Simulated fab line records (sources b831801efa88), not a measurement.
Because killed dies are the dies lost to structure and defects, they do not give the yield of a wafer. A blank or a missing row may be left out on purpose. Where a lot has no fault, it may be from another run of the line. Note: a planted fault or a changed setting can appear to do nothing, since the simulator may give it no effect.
A lot that was struck, set against a sound lot ; flow sky130 ; 43 out of 708 route steps
Sound: wafers L949.1, L949.3, L949.6. The struck wafers were L960.1, L960.2, L960.4. The cause is named last.
At each step with rows: each side's tool, then ch and its chambers, then its first start. Under that, the readings that differ: sound wafers ; struck wafers ; difference of the means ; sigmas: that difference in standard deviations of wafers without a fault.
alike: readings whose means differ by less than 2 such deviations, and words and numbers that are the same on both sides. not compared: withheld readings, readings that some wafer has no value for, bounds like >300 that may hide the same value, and numbers for which the record gives no deviation and whose values overlap.
A row with sigmas, a row that says differs or no value, or rows on one side alone: a step with any of these is where the two part. Non-overlapping numbers with no deviation appear without sigmas and do not part them. A reading missing from all wafers of one side parts the sides only when that side holds two or more wafers.

first, 1 step without rows for these wafers: SKY_SONOS_TUNNEL_DEVELOP_06 (develop time 60 s).
SKY_SONOS_TUNNEL_CD_MEAS_07 targets a cd of 410 nm.
  sound on cdSem-01, day 12 22:46; struck on cdSem-01, day 16 11:43
  alike: cdNm
SKY_SONOS_TUNNEL_OVL_MEAS_08:
  sound on overlay-01, day 12 22:53; struck on overlay-02, day 16 11:50
  alike: SONOS_TUNNEL_OVL
then, 3 steps without rows for these wafers: SKY_SONOS_TUNNEL_IMPLANT_09; SKY_SONOS_TUNNEL_WET_ETCH_10 (etches SiO2 in dHF, target depth 14 nm, time 280 s); SKY_SONOS_TUNNEL_STRIP_11 (strips in SPM, time 600 s).
SKY_SONOS_TUNNEL_TW_MEAS_12:
  sound on filmMetro-04, day 12 23:20; struck on filmMetro-04, day 16 12:17
  alike: SONOS_TUNNEL_TW
then, 2 steps without rows for these wafers: SKY_SONOS_TUNNEL_CLEAN_13 (cleans in dHF, time 20 s); SKY_SONOS_ONO_OXIDATION_00 (stabilise 600 s, purge 300 s, target thk 2.6 nm).
SKY_SONOS_ONO_THK_MEAS_01:
  sound on filmMetro-02, day 13 01:22; struck on filmMetro-01, day 16 13:45
  alike: SONOS_ONO_OXIDATION_THK
then, 1 step without rows for these wafers: SKY_SONOS_ONO_CVD_02 (deposits Si3N4 from DCS/NH3, target thk 10.5 nm, time 180 s).
SKY_SONOS_ONO_THK_MEAS_03:
  sound on filmMetro-04, day 13 02:29; struck on filmMetro-04, day 16 16:48
  alike: SONOS_ONO_CVD_02_THK
SKY_SONOS_ONO_CVD_04: deposits SiO2 from SiH4/N2O, target thk 5.7199 nm.
  sound on lpcvd-03 ch 1, day 13 02:32; struck on lpcvd-03 ch 0, day 16 16:52
  alike: spikeTcCentreC, spikeTcUpperC
SKY_SONOS_ONO_THK_MEAS_05:
  sound on filmMetro-01, day 13 04:25; struck on filmMetro-04, day 16 18:07
  alike: SONOS_ONO_CVD_04_THK
then, 7 steps without rows for these wafers: SKY_SONOS_ONO_DEHYDRATE_06 (time 60 s); SKY_SONOS_ONO_HMDS_07 (prime time 60 s); SKY_SONOS_ONO_COAT_08 (resist thk 1140 nm); SKY_SONOS_ONO_SOFTBAKE_09 (time 60 s); SKY_SONOS_ONO_EXPOSE_10 (exposes mask ONOM, target cd 410 nm); SKY_SONOS_ONO_PEB_11; SKY_SONOS_ONO_DEVELOP_12 (develop time 60 s).
SKY_SONOS_ONO_CD_MEAS_13 targets a cd of 410 nm.
  sound on cdSem-01, day 14 06:08; struck on cdSem-02, day 17 23:23
  alike: cdNm
SKY_SONOS_ONO_OVL_MEAS_14:
  sound on overlay-01, day 14 06:16; struck on overlay-02, day 17 23:30
  alike: SONOS_ONO_OVL
SKY_SONOS_ONO_ETCH_15: etches the open film in CHF3/O2, target depth 19.52 nm, time 7.8 s.
  sound on rieDiel-04 ch 0,3, day 14 06:18; struck on rieDiel-04 ch 1,2,3, day 17 23:32
  alike: drypumpMotorCurrentA, oesProductAu, throttleValvePct
  not compared: rfHoursCounterH
then, 1 step without rows for these wafers: SKY_SONOS_ONO_WET_ETCH_16 (etches SiO2 in dHF, target depth 14 nm, time 280 s).
SKY_SONOS_ONO_STRIP_17: strips in O2/N2.
  sound on plasmaAsher-02 ch 1, day 14 06:25; struck on plasmaAsher-01 ch 0,1, day 17 23:39
reading;sound;struck;difference;sigmas
stripTimeToEndpointS (s);14.14 14.14 14.15;14.04 14.04 14.04;-0.10;-3
  alike: drypumpMotorCurrentA, oesProductAu
  not compared: rfHoursCounterH
then, 3 steps without rows for these wafers: SKY_SONOS_ONO_WET_ETCH_18 (etches Si3N4 in H3PO4, target depth 15 nm, time 172 s); SKY_GATE_OXIDE_CLEAN_00 (cleans in SC1/SC2, time 150 s); SKY_GATE_OXIDE_OXIDATION_01 (stabilise 600 s, purge 300 s, target thk 10.268 nm).
SKY_GATE_OXIDE_THK_MEAS_02:
  sound on filmMetro-02, day 14 09:19; struck on filmMetro-02, day 18 03:22
  alike: GATE_OXIDE_OXIDATION_00_THK
then, 7 steps without rows for these wafers: SKY_GATE_OXIDE_DEHYDRATE_03 (time 60 s); SKY_GATE_OXIDE_HMDS_04 (prime time 60 s); SKY_GATE_OXIDE_COAT_05 (resist thk 1140 nm); SKY_GATE_OXIDE_SOFTBAKE_06 (time 60 s); SKY_GATE_OXIDE_EXPOSE_07 (exposes mask LVOM, target cd 600 nm); SKY_GATE_OXIDE_PEB_08; SKY_GATE_OXIDE_DEVELOP_09 (develop time 60 s).
SKY_GATE_OXIDE_OVL_MEAS_10:
  sound on overlay-02, day 15 11:40; struck on overlay-01, day 19 08:22
  alike: GATE_OXIDE_OVL
then, 2 steps without rows for these wafers: SKY_GATE_OXIDE_IMPLANT_11; SKY_GATE_OXIDE_WET_ETCH_12 (etches SiO2 in dHF, target depth 16.8 nm, time 336 s).
SKY_GATE_OXIDE_STRIP_13: strips in O2/N2.
  sound on plasmaAsher-02 ch 0,1, day 15 11:57; struck on plasmaAsher-03 ch 0,1, day 19 08:39
  alike: drypumpMotorCurrentA, oesProductAu, stripTimeToEndpointS
  not compared: rfHoursCounterH
SKY_GATE_OXIDE_TW_MEAS_14:
  sound on filmMetro-03, day 15 12:03; struck on filmMetro-02, day 19 08:45
  alike: GATE_OXIDE_TW
-- record jumps: 30 days separate the struck wafers' starts on either side; left off in module GATE_OXIDE, taken up again in module PAD_OPEN, whose first shown step is the route's number 708 --
SKY_PAD_OPEN_PROBE_99:
  the record has rows for the struck wafers here (prober-01, day 49 14:58) and none for the sound ones

== WHERE THEY PART ==
At SKY_SONOS_ONO_STRIP_17 first; at SKY_PAD_OPEN_PROBE_99 last (within this record only).

WHY: what had been put in by the simulator
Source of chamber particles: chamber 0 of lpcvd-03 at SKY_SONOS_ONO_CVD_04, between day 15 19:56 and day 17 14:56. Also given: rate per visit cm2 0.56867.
